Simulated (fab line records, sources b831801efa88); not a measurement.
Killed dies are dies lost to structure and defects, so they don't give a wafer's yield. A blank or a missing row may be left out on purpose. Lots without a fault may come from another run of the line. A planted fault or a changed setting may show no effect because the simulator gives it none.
Which tool did it? | flow sky130 | 6 lots, 18 wafers sampled, at 3 steps of a route of 708

WHAT THE GAUGES READ, wafer by wafer
SKY_SONOS_ONO_THK_MEAS_03.
lot  | measured     | on            | SONOS_ONO_CVD_02_THK (nm)
L454 | day 11 23:24 | film_metro-02 | 10.68 10.71 10.71
L461 | day 14 08:31 | film_metro-01 | 11.57 11.21 11.08
L469 | day 17 03:40 | film_metro-02 | 10.72 10.64 10.52
L471 | day 17 12:18 | film_metro-02 | 10.62 10.69 10.56
L473 | day 18 02:22 | film_metro-01 | 10.55 10.47 10.46
L476 | day 19 13:17 | film_metro-01 | 10.46 10.42 10.50

WHICH TOOL RAN EACH LOT (tool, then ch and the chambers of the sampled wafers, then the start)
lot  | SKY_NWELL_RTA_28                 | SKY_SONOS_ONO_CVD_02
L454 | rtp_anneal-02 ch 0, day 5 12:41  | lpcvd-02 ch 0, day 11 22:20
L461 | rtp_anneal-02 ch 0, day 7 10:28  | lpcvd-02 ch 1, day 14 07:28
L469 | rtp_anneal-02 ch 0, day 9 13:14  | lpcvd-02 ch 0, day 17 02:37
L471 | rtp_anneal-02 ch 0, day 9 19:52  | lpcvd-02 ch 1, day 17 11:15
L473 | rtp_anneal-02 ch 0, day 10 08:16 | lpcvd-02 ch 0, day 18 01:17
L476 | rtp_anneal-01 ch 0, day 11 12:42 | lpcvd-02 ch 0, day 19 12:14
- SKY_NWELL_RTA_28: time 30 s.
- SKY_SONOS_ONO_CVD_02: deposits Si3N4 from DCS/NH3, target thk 10.5 nm, time 180 s.

THE ANSWER, worked out from the rows above alone
Rule: what is usual is taken from the lots themselves. Put in order of their means at a reading, lots are off if they are a third of the lots or fewer, leave a main group of 4 or more, and stand apart from it by a gap of 3 or more times the standard deviation of the main group's means; of several such gaps the widest counts. A main group whose means are all the same, to the digits that the tables above print for the reading, isn't used. A lot without any number at a reading at which 4 lots or more have one is off too. The other lots that the step has rows for count as sound.
Off: L461, at SKY_SONOS_ONO_THK_MEAS_03 (SONOS_ONO_CVD_02_THK). The main group: mean 10.58 nm, standard deviation 0.09.
A tool fits if, at a process step before that reading, it ran every lot that is off, and no sound lot after the first of them. The gauges at SKY_SONOS_ONO_THK_MEAS_03 are tried like those tools. None of those tried fits.

WHAT THE SIMULATOR HAD PUT IN
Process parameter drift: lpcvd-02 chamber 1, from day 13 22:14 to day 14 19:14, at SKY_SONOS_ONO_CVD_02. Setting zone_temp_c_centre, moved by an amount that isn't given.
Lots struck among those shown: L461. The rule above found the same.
